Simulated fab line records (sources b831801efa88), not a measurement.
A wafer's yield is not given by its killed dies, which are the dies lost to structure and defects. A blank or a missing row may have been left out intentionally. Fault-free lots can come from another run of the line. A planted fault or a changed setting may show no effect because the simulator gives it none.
Chamber matching    flow sky130    4 sister chambers for SKY_VIA3_CMP_02 on cmp-01
The step polishes SiO2. 4 wafers are shown with their chamber, then 7 later ones without.

## WAFERS, EACH WITH ITS CHAMBER
wafer   chamber  motor-current-A (A)
L144.3  1        10.5
L150.5  2        10.7
L152.2  0        11.9
L152.3  3        13.0

## WAFERS WHOSE CHAMBER IS MISSING
wafer   motor-current-A (A)
L152.6  13.3
L162.2  12.9
L162.3  10.5
L162.5  12.5
L163.1  12.6
L163.3  12.3
L163.5  10.2

## THE CHAMBER EACH PASSED THROUGH
wafer   from the rows above      in truth
L152.6  3                        3
L162.2  3                        3
L162.3  can't be placed: 1 or 2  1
L162.5  can't be placed: 3 or 0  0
L163.1  can't be placed: 3 or 0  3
L163.3  can't be placed: 0 or 3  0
L163.5  can't be placed: 1 or 2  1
2 of 7 placed correctly. Can't be placed from these rows: 5 (the true chamber is among the candidates in 5). Number placed wrongly: 0.
How it was worked out, from the rows above alone: a wafer's distance from a chamber is the root of the sum, over the readings, of the square of ((its reading less the chamber's mean) divided by the reading's scatter). The wafer belongs to the nearest chamber; if the next one is less than 2 further off, it can't be placed. The mean given for a chamber averages the wafers shown for that chamber. The scatter (one wafer shown for each chamber): square how far every hidden wafer sits from the nearest shown wafer, average those squares and take the square root.
